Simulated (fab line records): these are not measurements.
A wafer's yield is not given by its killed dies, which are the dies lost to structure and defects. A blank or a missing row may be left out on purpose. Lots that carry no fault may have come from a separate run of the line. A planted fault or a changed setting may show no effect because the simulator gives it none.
Which tool is to blame? ; flow sky130 ; 72 wafers from 24 lots sampled at 5 of the route's 708 steps

## WHAT THE GAUGES SHOWED, per wafer
SKY_VT_ADJUST_HVTR_CD_MEAS_07: the cd target is 380 nm.
lot;measured;on;cd-nm (nm)
L074;day 9 06:59;cd-sem-01;384.8 382.8 384.9
L075;day 9 12:32;cd-sem-01;381.6 380.9 381.2
L076;day 9 15:43;cd-sem-02;379.5 377.9 379.8
L077;day 10 01:23;cd-sem-02;381.9 381.0 379.9
L078;day 10 11:03;cd-sem-01;383.1 385.8 384.3
L079;day 10 19:40;cd-sem-02;380.2 377.9 380.3
L080;day 11 02:29;cd-sem-02;380.9 382.1 382.0
L081;day 11 03:02;cd-sem-01;381.1 380.2 380.6
L082;day 11 10:56;cd-sem-01;381.9 381.8 381.4
L083;day 11 22:40;cd-sem-02;383.6 383.7 384.0
L084;day 12 05:41;cd-sem-01;378.2 379.9 378.5
L085;day 12 12:34;cd-sem-02;382.8 385.0 383.6
L090;day 14 18:34;cd-sem-01;378.9 379.3 378.4
L086;day 14 19:17;cd-sem-01;380.0 380.5 380.6
L089;day 14 20:28;cd-sem-01;373.6 375.5 376.9
L087;day 14 20:44;cd-sem-02;381.4 381.5 381.4
L091;day 14 23:24;cd-sem-02;379.8 379.8 381.5
L088;day 14 23:41;cd-sem-01;377.7 378.2 380.1
L092;day 15 07:04;cd-sem-02;377.6 376.7 377.8
L093;day 15 11:28;cd-sem-01;381.6 381.0 383.0
L094;day 15 15:19;cd-sem-01;383.2 380.2 381.5
L095;day 15 20:17;cd-sem-01;381.4 380.2 378.7
L096;day 16 07:48;cd-sem-02;381.0 380.0 375.9
L097;day 16 14:43;cd-sem-01;378.6 380.4 380.8

SKY_LI_CONTACT_BOW_MEAS_03.
lot;measured;on;LI_CONTACT_BOW (um)
L074;day 27 20:14;film-metro-01;54 57 54
L075;day 27 22:43;film-metro-04;67 57 54
L076;day 28 01:29;film-metro-04;33 58 56
L077;day 28 10:55;film-metro-04;65 58 56
L078;day 29 00:35;film-metro-04;46 48 51
L079;day 29 09:29;film-metro-03;53 51 51
L080;day 29 22:31;film-metro-01;61 61 53
L081;day 29 19:01;film-metro-01;57 48 55
L082;day 30 09:21;film-metro-04;42 64 46
L083;day 30 20:12;film-metro-03;65 44 47
L084;day 31 06:20;film-metro-04;54 57 47
L085;day 31 19:09;film-metro-01;59 56 64
L090;day 33 18:16;film-metro-03;50 49 51
L086;day 33 20:28;film-metro-04;44 39 44
L089;day 34 05:17;film-metro-01;56 58 71
L087;day 34 01:25;film-metro-04;54 58 51
L091;day 34 07:04;film-metro-03;54 63 64
L088;day 34 03:32;film-metro-01;55 57 54
L092;day 34 12:17;film-metro-01;61 58 52
L093;day 34 13:31;film-metro-01;38 57 58
L094;day 34 20:53;film-metro-01;50 51 56
L095;day 34 21:32;film-metro-01;53 55 58
L096;day 35 08:28;film-metro-01;57 61 42
L097;day 35 14:32;film-metro-03;62 59 51

SKY_LOCAL_INTERCONNECT_RS_MEAS_01: uses a four-point probe to measure.
lot;measured;on;LOCAL_INTERCONNECT_TIN_RS (ohm/sq)
L074;day 29 01:26;film-metro-01;14.18 14.47 14.45
L075;day 29 04:29;film-metro-03;14.14 14.33 14.13
L076;day 29 06:57;film-metro-01;14.38 14.28 14.01
L077;day 29 15:58;film-metro-03;14.46 14.41 14.15
L078;day 30 06:05;film-metro-03;14.32 14.35 14.34
L079;day 30 14:41;film-metro-03;14.32 14.34 14.19
L080;day 31 03:47;film-metro-03;14.34 14.22 14.23
L081;day 31 00:04;film-metro-01;14.01 14.22 14.08
L082;day 31 14:19;film-metro-03;14.02 14.22 14.11
L083;day 32 01:19;film-metro-01;14.19 14.13 14.16
L084;day 32 10:43;film-metro-01;14.26 13.98 13.96
L085;day 33 00:50;film-metro-03;14.02 14.07 14.10
L090;day 34 23:19;film-metro-01;13.81 13.70 13.79
L086;day 35 01:16;film-metro-03;13.92 14.13 13.85
L089;day 35 09:46;film-metro-01;14.10 14.16 14.18
L087;day 35 06:40;film-metro-01;14.31 14.25 14.24
L091;day 35 11:47;film-metro-03;13.97 14.35 14.12
L088;day 35 07:52;film-metro-02;13.75 14.02 13.82
L092;day 35 16:34;film-metro-01;14.31 14.02 14.16
L093;day 35 18:07;film-metro-03;14.31 14.30 14.34
L094;day 36 00:22;film-metro-03;14.08 14.37 14.25
L095;day 36 01:04;film-metro-02;14.25 14.01 14.44
L096;day 36 11:34;film-metro-03;14.05 14.10 13.96
L097;day 36 17:36;film-metro-01;13.86 14.11 14.08

## EACH LOT AND THE TOOL THAT RAN IT (in order: tool; ch and the chambers of the sampled wafers; start)
lot;SKY_LDD_HVP_STRIP_09;SKY_LI_CONTACT_STRIP_16
L074;plasma-asher-01 ch 0, day 21 10:05;plasma-asher-04 ch 0,1, day 29 00:19
L075;plasma-asher-01 ch 0,1, day 21 11:01;plasma-asher-04 ch 0,1, day 29 03:22
L076;plasma-asher-03 ch 0,1, day 21 12:48;plasma-asher-02 ch 0,1, day 29 05:49
L077;plasma-asher-01 ch 0,1, day 22 03:55;plasma-asher-02 ch 0,1, day 29 14:52
L078;plasma-asher-03 ch 0,1, day 22 16:43;plasma-asher-04 ch 0,1, day 30 04:57
L079;plasma-asher-03 ch 0,1, day 23 04:17;plasma-asher-03 ch 0,1, day 30 13:34
L080;plasma-asher-03 ch 0,1, day 23 15:56;plasma-asher-03 ch 0,1, day 31 02:41
L081;plasma-asher-02 ch 0,1, day 23 12:18;plasma-asher-02 ch 0,1, day 30 22:58
L082;plasma-asher-02 ch 0,1, day 24 03:36;plasma-asher-04 ch 0,1, day 31 13:13
L083;plasma-asher-03 ch 0, day 24 15:58;plasma-asher-02 ch 0, day 32 00:11
L084;plasma-asher-03 ch 0,1, day 25 02:49;plasma-asher-03 ch 0,1, day 32 09:37
L085;plasma-asher-02 ch 0,1, day 25 17:23;plasma-asher-02 ch 0,1, day 32 23:30
L090;plasma-asher-01 ch 0,1, day 27 20:52;plasma-asher-02 ch 0,1, day 34 22:13
L086;plasma-asher-01 ch 0,1, day 28 00:02;plasma-asher-03 ch 0,1, day 35 00:10
L089;plasma-asher-03 ch 0,1, day 28 06:38;plasma-asher-02 ch 0,1, day 35 08:37
L087;plasma-asher-01 ch 0,1, day 28 02:40;plasma-asher-03 ch 0,1, day 35 05:34
L091;plasma-asher-02 ch 0,1, day 28 07:35;plasma-asher-02 ch 0,1, day 35 10:40
L088;plasma-asher-02 ch 0,1, day 28 04:56;plasma-asher-02 ch 1, day 35 06:46
L092;plasma-asher-02 ch 0,1, day 28 14:22;plasma-asher-03 ch 0,1, day 35 15:28
L093;plasma-asher-01 ch 0,1, day 28 15:52;plasma-asher-03 ch 0,1, day 35 16:58
L094;plasma-asher-03 ch 1, day 28 22:35;plasma-asher-03 ch 0,1, day 35 23:14
L095;plasma-asher-01 ch 0,1, day 28 22:53;plasma-asher-02 ch 0,1, day 35 23:58
L096;plasma-asher-02 ch 0,1, day 29 11:41;plasma-asher-04 ch 0,1, day 36 10:28
L097;plasma-asher-02 ch 0,1, day 29 18:31;plasma-asher-02 ch 0,1, day 36 16:28
- SKY_LDD_HVP_STRIP_09: strips in O2/N2.
- SKY_LI_CONTACT_STRIP_16: strips in O2/N2.

## AS READ BY THE TOOLS THEMSELVES (means over the sampled wafers that have a number; for cases with no such wafer, the mark the record gives instead)
SKY_LDD_HVP_STRIP_09.
lot;tool;drypump-motor-current-A (A);n2-flow-sccm (sccm);oes-product-au (a.u.);strip-time-to-endpoint-s (s)
L074;plasma-asher-01;6.27;299.6;0.408;4.146
L075;plasma-asher-01;6.32;300.4;0.404;4.131
L076;plasma-asher-03;6.12;300.1;0.409;4.124
L077;plasma-asher-01;6.35;300.1;0.406;4.123
L078;plasma-asher-03;5.90;300.7;0.407;4.130
L079;plasma-asher-03;5.88;301.6;0.410;4.136
L080;plasma-asher-03;6.12;299.2;0.410;4.136
L081;plasma-asher-02;5.94;300.1;0.408;4.143
L082;plasma-asher-02;6.06;300.1;0.410;4.110
L083;plasma-asher-03;5.66;300.3;0.408;4.116
L084;plasma-asher-03;6.11;300.2;0.411;4.110
L085;plasma-asher-02;6.06;299.9;0.409;4.132
L090;plasma-asher-01;6.35;299.7;0.414;4.137
L086;plasma-asher-01;6.33;300.6;0.404;4.136
L089;plasma-asher-03;6.11;299.9;0.413;4.136
L087;plasma-asher-01;6.35;299.0;0.411;4.152
L091;plasma-asher-02;5.93;299.8;0.410;4.137
L088;plasma-asher-02;6.06;301.1;0.407;4.133
L092;plasma-asher-02;5.95;300.0;0.408;4.144
L093;plasma-asher-01;6.31;300.2;0.409;4.144
L094;plasma-asher-03;6.35;300.4;0.406;4.156
L095;plasma-asher-01;6.33;299.8;0.413;4.139
L096;plasma-asher-02;6.05;300.3;0.412;4.127
L097;plasma-asher-02;5.96;300.6;0.410;4.138

SKY_LI_CONTACT_STRIP_16.
lot;tool;drypump-motor-current-A (A);n2-flow-sccm (sccm);oes-product-au (a.u.);strip-time-to-endpoint-s (s)
L074;plasma-asher-04;6.2;300.6;0.377;3.498
L075;plasma-asher-04;6.2;299.4;0.369;3.496
L076;plasma-asher-02;6.0;299.8;0.375;3.494
L077;plasma-asher-02;6.0;298.8;0.372;3.509
L078;plasma-asher-04;5.7;300.0;0.375;3.461
L079;plasma-asher-03;6.1;299.2;0.371;3.482
L080;plasma-asher-03;6.1;300.1;0.372;3.491
L081;plasma-asher-02;5.9;299.6;0.380;3.477
L082;plasma-asher-04;6.3;299.7;0.380;3.504
L083;plasma-asher-02;5.8;300.6;0.374;3.476
L084;plasma-asher-03;5.9;300.4;0.373;3.480
L085;plasma-asher-02;6.1;299.3;0.377;3.502
L090;plasma-asher-02;6.1;300.1;0.376;3.555
L086;plasma-asher-03;6.1;300.1;0.375;3.483
L089;plasma-asher-02;6.0;300.0;0.379;3.483
L087;plasma-asher-03;5.9;299.9;0.378;3.517
L091;plasma-asher-02;6.0;299.2;0.377;3.459
L088;plasma-asher-02;6.2;300.3;0.373;3.489
L092;plasma-asher-03;6.1;299.6;0.374;3.493
L093;plasma-asher-03;6.1;300.5;0.378;3.486
L094;plasma-asher-03;5.9;301.2;0.373;3.461
L095;plasma-asher-02;6.1;300.1;0.374;3.488
L096;plasma-asher-04;6.3;300.1;0.373;3.473
L097;plasma-asher-02;6.1;301.1;0.374;3.468

## THE ANSWER, worked out from the rows above alone
Rule: the lots themselves supply what counts as usual. The widest of any qualifying gaps counts: lots, ordered by their means at a reading, are off when they make up no more than a third of the lots, leave a main group of 4 or more, and stand apart from it by 3 or more times the standard deviation of that group's means. If all means in a main group match to the digits the tables above print for the reading, that group is not used. Also off: a lot with no number at a reading for which 4 or more lots have one. Where the step has rows for the other lots, those lots are counted as sound. First the gauges in route order, then the tools' own readings, where a lot's mean is used as printed above. The first step at which some lot is off is used, and at that step the reading that is off furthest; a lot without a number counts as furthest.
No lot is off at any reading shown: from this, nothing can be told.

## WHAT HAD BEEN PUT IN BY THE SIMULATOR
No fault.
